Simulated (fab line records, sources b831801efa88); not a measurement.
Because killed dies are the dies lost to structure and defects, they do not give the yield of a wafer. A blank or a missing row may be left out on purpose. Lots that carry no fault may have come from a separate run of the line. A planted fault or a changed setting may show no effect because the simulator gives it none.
Which of the tools did it? :: flow gf180mcu :: 36 wafers from 12 lots sampled at 4 of the route's 602 steps

WHAT EACH GAUGE READ, for each wafer
GF_V4_CD_MEAS_14: the cd target is 260 nm. Usual: cd-nm 260.1 nm, standard deviation 0.98.
lot: L621
measured: day 24 13:18
on: cd-sem-02
cd-nm (nm): 260.3 260.1 260.9
flag: 

lot: L622
measured: day 24 22:43
on: cd-sem-01
cd-nm (nm): 260.0 260.0 259.1
flag: 

lot: L626
measured: day 26 00:25
on: cd-sem-02
cd-nm (nm): 260.2 259.3 259.9
flag: 

lot: L627
measured: day 26 07:15
on: cd-sem-02
cd-nm (nm): 259.3 259.7 260.3
flag: 

lot: L628
measured: day 26 19:15
on: cd-sem-01
cd-nm (nm): 260.3 260.4 262.0
flag: 

lot: L631
measured: day 27 14:37
on: cd-sem-01
cd-nm (nm): 261.9 260.1 260.7
flag: 

lot: L632
measured: day 27 23:50
on: cd-sem-01
cd-nm (nm): 260.4 260.6 261.3
flag: 

lot: L633
measured: day 28 05:55
on: cd-sem-01
cd-nm (nm): 259.3 259.5 259.3
flag: 

lot: L634
measured: day 28 14:24
on: cd-sem-02
cd-nm (nm): 260.7 259.3 258.4
flag: 

lot: L640
measured: day 30 11:41
on: cd-sem-02
cd-nm (nm): 260.1 260.3 260.3
flag: 

lot: L641
measured: day 30 14:08
on: cd-sem-02
cd-nm (nm): 261.5 260.2 260.9
flag: 

lot: L642
measured: day 30 20:55
on: cd-sem-02
cd-nm (nm): 260.9 260.2 260.0
flag: 

GF_V5_CD_MEAS_14: the cd target is 260 nm. Usual: cd-nm 260.2 nm, standard deviation 0.97.
lot: L621
measured: day 27 08:46
on: cd-sem-01
cd-nm (nm): 261.1 263.0 262.8
flag: 

lot: L622
measured: day 27 16:52
on: cd-sem-01
cd-nm (nm): 259.9 258.9 258.6
flag: 

lot: L626
measured: day 28 17:11
on: cd-sem-02
cd-nm (nm): 259.3 259.3 260.3
flag: 

lot: L627
measured: day 28 23:53
on: cd-sem-02
cd-nm (nm): 261.2 260.2 260.8
flag: 

lot: L628
measured: day 29 09:50
on: cd-sem-02
cd-nm (nm): 259.5 259.9 260.3
flag: 

lot: L631
measured: day 30 04:43
on: cd-sem-01
cd-nm (nm): 260.8 260.7 261.1
flag: 

lot: L632
measured: day 30 13:53
on: cd-sem-01
cd-nm (nm): 259.7 260.2 260.0
flag: 

lot: L633
measured: day 30 19:21
on: cd-sem-02
cd-nm (nm): 259.7 260.5 261.0
flag: 

lot: L634
measured: day 31 01:49
on: cd-sem-02
cd-nm (nm): 261.3 260.3 259.6
flag: 

lot: L640
measured: day 32 17:41
on: cd-sem-02
cd-nm (nm): 259.3 259.1 259.4
flag: 

lot: L641
measured: day 32 20:46
on: cd-sem-01
cd-nm (nm): 264.8 263.6 270.3 264.8 263.8 270.5
flag: OFF

lot: L642
measured: day 33 02:46
on: cd-sem-02
cd-nm (nm): 260.0 259.8 258.8
flag: 

WHICH TOOL RAN EACH LOT (tool, then ch and the chambers of the sampled wafers, then the start)
lot: L621
GF_V4_ETCH_17: rie-diel-02 ch 1,2, day 26 22:51 or earlier
GF_V5_EXPOSE_11: krf-scanner-02 ch 0, day 26 22:51

lot: L622
GF_V4_ETCH_17: rie-diel-03 ch 0,1,2, day 27 06:49 or earlier
GF_V5_EXPOSE_11: krf-scanner-01 ch 0, day 27 06:49

lot: L626
GF_V4_ETCH_17: rie-diel-03 ch 0,2,3, day 28 07:42 or earlier
GF_V5_EXPOSE_11: krf-scanner-02 ch 0, day 28 07:42

lot: L627
GF_V4_ETCH_17: rie-diel-03 ch 0,1, day 28 14:26 or earlier
GF_V5_EXPOSE_11: krf-scanner-02 ch 0, day 28 14:26

lot: L628
GF_V4_ETCH_17: rie-diel-01 ch 2,3, day 29 00:46 or earlier
GF_V5_EXPOSE_11: krf-scanner-01 ch 0, day 29 00:46

lot: L631
GF_V4_ETCH_17: rie-diel-02 ch 0,1,2, day 29 19:18 or earlier
GF_V5_EXPOSE_11: krf-scanner-01 ch 0, day 29 19:18

lot: L632
GF_V4_ETCH_17: rie-diel-01 ch 0,3, day 30 04:48 or earlier
GF_V5_EXPOSE_11: krf-scanner-02 ch 0, day 30 04:48

lot: L633
GF_V4_ETCH_17: rie-diel-02 ch 0,1,2, day 30 10:26 or earlier
GF_V5_EXPOSE_11: krf-scanner-01 ch 0, day 30 10:26

lot: L634
GF_V4_ETCH_17: rie-diel-01 ch 0,1,3, day 30 17:08 or earlier
GF_V5_EXPOSE_11: krf-scanner-02 ch 0, day 30 17:08

lot: L640
GF_V4_ETCH_17: rie-diel-01 ch 1,3, day 32 09:50 or earlier
GF_V5_EXPOSE_11: krf-scanner-01 ch 0, day 32 09:50

lot: L641
GF_V4_ETCH_17: rie-diel-01 ch 0,1,2, day 32 12:57 or earlier
GF_V5_EXPOSE_11: krf-scanner-02 ch 0, day 32 12:57

lot: L642
GF_V4_ETCH_17: rie-diel-02 ch 0,3, day 32 19:32 or earlier
GF_V5_EXPOSE_11: krf-scanner-01 ch 0, day 32 19:32
- GF_V4_ETCH_17: etches SiO2 in C4F8/O2/Ar, stops on TiN, target depth 630 nm.
- GF_V5_EXPOSE_11: exposes mask Via5, target cd 260 nm.

WHAT THE TOOLS THEMSELVES READ (means of the sampled wafers that have a number; where no wafer has one, the mark that the record gives instead)
GF_V4_ETCH_17. Usual: oes-product-au 0.856 a.u., standard deviation 0.0043.
lot: L621
tool: rie-diel-02
oes-product-au (a.u.): 0.857
flag: 

lot: L622
tool: rie-diel-03
oes-product-au (a.u.): 0.853
flag: 

lot: L626
tool: rie-diel-03
oes-product-au (a.u.): 0.858
flag: 

lot: L627
tool: rie-diel-03
oes-product-au (a.u.): 0.860
flag: 

lot: L628
tool: rie-diel-01
oes-product-au (a.u.): 0.853
flag: 

lot: L631
tool: rie-diel-02
oes-product-au (a.u.): 0.853
flag: 

lot: L632
tool: rie-diel-01
oes-product-au (a.u.): 0.852
flag: 

lot: L633
tool: rie-diel-02
oes-product-au (a.u.): 0.854
flag: 

lot: L634
tool: rie-diel-01
oes-product-au (a.u.): 0.858
flag: 

lot: L640
tool: rie-diel-01
oes-product-au (a.u.): 0.855
flag: 

lot: L641
tool: rie-diel-01
oes-product-au (a.u.): 0.854
flag: 

lot: L642
tool: rie-diel-02
oes-product-au (a.u.): 0.856
flag: 

GF_V5_EXPOSE_11. Usual: exposure-dose-mJ-cm2 38.00, standard deviation 0.037.
lot: L621
tool: krf-scanner-02
exposure-dose-mJ-cm2: 37.96
flag: 

lot: L622
tool: krf-scanner-01
exposure-dose-mJ-cm2: 38.02
flag: 

lot: L626
tool: krf-scanner-02
exposure-dose-mJ-cm2: 38.04
flag: 

lot: L627
tool: krf-scanner-02
exposure-dose-mJ-cm2: 38.05
flag: 

lot: L628
tool: krf-scanner-01
exposure-dose-mJ-cm2: 37.99
flag: 

lot: L631
tool: krf-scanner-01
exposure-dose-mJ-cm2: 37.97
flag: 

lot: L632
tool: krf-scanner-02
exposure-dose-mJ-cm2: 38.03
flag: 

lot: L633
tool: krf-scanner-01
exposure-dose-mJ-cm2: 37.99
flag: 

lot: L634
tool: krf-scanner-02
exposure-dose-mJ-cm2: 38.00
flag: 

lot: L640
tool: krf-scanner-01
exposure-dose-mJ-cm2: 37.93
flag: 

lot: L641
tool: krf-scanner-02
exposure-dose-mJ-cm2: 37.27
flag: OFF

lot: L642
tool: krf-scanner-01
exposure-dose-mJ-cm2: 37.99
flag: 

THE ANSWER, worked out from the rows above alone
Rule: take the mean of a lot's wafers that have a number; if it is more than 3 standard deviations from the usual mean, the lot is off. A lot without any number at a reading at which 4 lots or more have one is off too. The other lots that the step has rows for count as sound. After the gauges, taken in route order, come the tools' own readings; for these a lot's mean is taken, as printed above. At the first step where some lot is off, the reading lying furthest off is the one used; lots without a number count as furthest.
Off, at GF_V5_CD_MEAS_14 on cd-nm: L641.
A tool fits if, at a process step before that reading, it ran every lot that is off, and no sound lot after the first of them. The gauges at GF_V5_CD_MEAS_14 aren't tried: what is off there is off at GF_V5_EXPOSE_11 too, on other tools, and a gauge's error can't cause that. Because GF_V4_ETCH_17 lacks a start for some lots, the hours and order of its lots are taken from GF_V5_EXPOSE_11. Undecided on this evidence; 2 tools fit (rie-diel-01 at GF_V4_ETCH_17, krf-scanner-02 at GF_V5_EXPOSE_11).

WHAT WAS PUT IN BY THE SIMULATOR
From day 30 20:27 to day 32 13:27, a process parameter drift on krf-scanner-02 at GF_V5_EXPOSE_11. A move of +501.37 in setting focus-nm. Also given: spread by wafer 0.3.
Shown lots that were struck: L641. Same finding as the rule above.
